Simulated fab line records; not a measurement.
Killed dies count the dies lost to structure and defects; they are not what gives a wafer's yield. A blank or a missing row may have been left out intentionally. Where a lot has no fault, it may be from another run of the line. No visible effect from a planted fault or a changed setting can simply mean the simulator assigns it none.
Problem report in the 8D (eight disciplines) form, filled by code :: flow sky130 :: the parts of the form that need people (team, actions taken, sign-off) are left out

1. WHAT WENT WRONG
chamber pressure pa at SKY_CAP2M_SPUTTER_02 reads a mean of 0.4306 Pa on 6 wafers of 2 lots; wafers without a fault read 0.3999 Pa with a standard deviation of 0.00081. Relative to the usual mean, that is a shift of +38 standard deviations.
The step: material TiN, target thk 200 nm, time 166.7 s.
First observed at day 42 18:58: wafer L398.3, on pvd sputter-04. The record has a number at this step for 36 wafers belonging to 12 lots. The rule behind "out" and "out of limits": a value lying over 4 standard deviations away from the usual mean. The rest of the wafers with a number are treated as sound.

2. WHAT IT IS, WHAT IT ISN'T
question: which readings at this step
is: chamber pressure pa
is not: throttle valve pct

question: which lots
is: L398, L403
is not: L389, L391, L392, L393, L395, L396, L399, L407, L408, L412

question: which wafers of those lots
is: all that have a number
is not: -

question: read on which tools
is: pvd sputter-04
is not: pvd sputter-01, pvd sputter-02

question: when
is: from day 42 18:58
is not: up to then (21 sound wafers); but 9 sound wafers of L407, L408, L412 came after

3. SUSPECTS, AND WHAT RULES EACH OUT
Counting: a tool at any process step up to the reading remains a suspect when it ran all the lots that are out and ran no sound lot after the first of those.
- pvd sputter-01 at SKY_METAL4_SPUTTER_04 (material TiN, target thk 70 nm, time 58.3 s): ruled out as a lasting fault. The sound lots L408, L412 went through it after L398, its earliest lot that is out (day 42 18:50).
- pvd sputter-04 at SKY_CAP2M_SPUTTER_02 (material TiN, target thk 200 nm, time 166.7 s): ruled out as a lasting fault. The sound lots L412 went through it after L398, its earliest lot that is out (day 42 18:58).
Left after counting: nothing in the record.

4. THE CAUSE (what the simulator had put in)
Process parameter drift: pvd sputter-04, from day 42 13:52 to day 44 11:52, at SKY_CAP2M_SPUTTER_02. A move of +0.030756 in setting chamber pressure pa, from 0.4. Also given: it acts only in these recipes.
Counting ruled it out, wrongly.

5. THE CHAIN OF EFFECTS, in route order
Each row: a reading whose mean over the struck wafers that have a number lies more than 3 standard deviations from the usual. Only readings for which the record gives a usual standard deviation are gone through. hours: the time from each lot's start at the first step in this table that gives one to its start at this step, as a median over the lots. sigmas: the change in usual standard deviations.
hours: 0
step: SKY_CAP2M_SPUTTER_02
reading: chamber pressure pa
usual: 0.3999 Pa
on struck wafers: 0.4306
change: +0.0307
sigmas: +38
Here are the process steps it includes:
- SKY_CAP2M_SPUTTER_02: material TiN, target thk 200 nm, time 166.7 s.

6. WHAT WOULD HAVE CAUGHT IT SOONER
The fault began at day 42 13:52; the first out-of-limits reading in this record came at day 42 18:58, 5 hours later.
